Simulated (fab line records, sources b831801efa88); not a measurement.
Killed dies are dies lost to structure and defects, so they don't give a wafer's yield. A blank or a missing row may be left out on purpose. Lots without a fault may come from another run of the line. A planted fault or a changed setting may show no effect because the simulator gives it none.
Split-lot experiment | flow gf180mcu | 5 lots, 23 wafers read, on a route of 602 steps

THE SPLIT
At GF_HV_LDD_COAT_02 (resist thk 1000 nm), the setting resist_thk_nm was moved away from the recipe's 1000 nm on 5 of the 23 wafers read, by -5.8% to +2.4%. The other wafers ran this setting at the recipe's value.

The reading is taken at the split's own step.

THE READING
NOVOLAK_of_HV_LDD_COAT_02.thk_nm (the simulator's own value, which no gauge read), in nm, at GF_HV_LDD_COAT_02 (resist thk 1000 nm). The file gives no usual value for it. The 18 wafers here that ran the recipe average 1000.1 nm, standard deviation 2.2 nm.

wafer  | tool, chamber at the split | resist_thk_nm as run, nm | against the recipe | NOVOLAK_of_HV_LDD_COAT_02.thk_nm, nm | against lot-mates on the recipe
L077.1 | litho_track-03, 0          | 1000                     | recipe             | 1003                                 | -
L077.2 | litho_track-03, 0          | 1000                     | recipe             | 998.9                                | -
L077.4 | litho_track-03, 0          | 1000                     | recipe             | 1001                                 | -
L077.6 | litho_track-03, 0          | 1000                     | recipe             | 1001                                 | -
L077.5 | litho_track-03, 0          | 1000                     | recipe             | 1000                                 | -
L079.1 | litho_track-01, 0          | 1000                     | recipe             | 999                                  | -
L079.2 | litho_track-01, 0          | 1024                     | +2.4%              | 1021                                 | +21.5
L079.3 | litho_track-01, 0          | 1024                     | +2.4%              | 1021                                 | +21.5
L079.4 | litho_track-01, 0          | 1024                     | +2.4%              | 1022                                 | +22.5
L079.5 | litho_track-01, 0          | 1000                     | recipe             | 1000                                 | -
L080.2 | litho_track-01, 0          | 1000                     | recipe             | 1000                                 | -
L080.3 | litho_track-01, 0          | 1000                     | recipe             | 1002                                 | -
L080.6 | litho_track-01, 0          | 1000                     | recipe             | 1002                                 | -
L080.4 | litho_track-01, 0          | 1000                     | recipe             | 1001                                 | -
L080.5 | litho_track-01, 0          | 1000                     | recipe             | 1001                                 | -
L081.1 | litho_track-01, 0          | 941.8                    | -5.8%              | 939.3                                | -62.4
L081.2 | litho_track-01, 0          | 941.8                    | -5.8%              | 943.7                                | -58.0
L081.3 | litho_track-01, 0          | 1000                     | recipe             | 1001                                 | -
L081.5 | litho_track-01, 0          | 1000                     | recipe             | 1001                                 | -
L081.4 | litho_track-01, 0          | 1000                     | recipe             | 1003                                 | -
L082.2 | litho_track-03, 0          | 1000                     | recipe             | 996.7                                | -
L082.5 | litho_track-03, 0          | 1000                     | recipe             | 997.2                                | -
L082.6 | litho_track-03, 0          | 1000                     | recipe             | 994.2                                | -

THE FIT
A straight line over all 23 wafers: NOVOLAK_of_HV_LDD_COAT_02.thk_nm changes by +9.8 nm for each +1% of resist_thk_nm; r = +0.99; the points scatter about the line by 2.3 nm.
The same after taking each lot's own level away (the mean of its wafers on the recipe; 23 wafers): +10.1 nm for each +1%; r = +1.00; scatter 1.5 nm.
On that fit, the largest move of resist_thk_nm shifts the reading by 59 nm.
The lots' own levels span 996.03 to 1001.67 nm, that is 2.6 times the standard deviation above.
So the lot-to-lot level changes the slope little: the two slopes agree.
Check: with one of the wafers moved furthest among these (-5.8%) left out of the fit, the line predicts -56.6 nm for it against its lot-mates. It came out at -62.4 nm against them.

OTHER SPLITS ON THESE WAFERS
These wafers also went through other splits before the reading. Each is held against what the fit with the lots' levels taken away leaves over:
other split on the same wafers      | wafers away from the commonest value | r with NOVOLAK_of_HV_LDD_COAT_02.thk_nm (lot level and that fit taken away)
GF_VT_IMPLANT_IMPLANT_30 energy_kev | 9                                    | -0.25
GF_DUAL_GATE_OXIDATION_02 temp_c    | 15                                   | +0.21
GF_DUAL_GATE_DEVELOP_10 dev_temp_c  | 2                                    | -0.36
GF_POLY_GATE_CVD_00 pressure_mtorr  | 18                                   | -0.25
GF_POLY_GATE_ETCH_12 bias_w         | 11                                   | +0.12

THE WHOLE CHAIN: every reading that the file lists as answering this split, in the file's order
step               | what it does       | reading                                                                           | change (the file's fit)              | r (the file's)
GF_HV_LDD_COAT_02  | resist thk 1000 nm | NOVOLAK_of_HV_LDD_COAT_02.thk_nm (the simulator's own value, which no gauge read) | +10.2 nm for each +1% of the setting | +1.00
GF_HV_LDD_STRIP_10 | strips in O2/N2    | strip_time_to_endpoint_s                                                          | withheld for each +1% of the setting | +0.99

THE FILE'S OWN FIT
NOVOLAK_of_HV_LDD_COAT_02.thk_nm changes by +10.2 nm for each +1% of resist_thk_nm, r = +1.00.
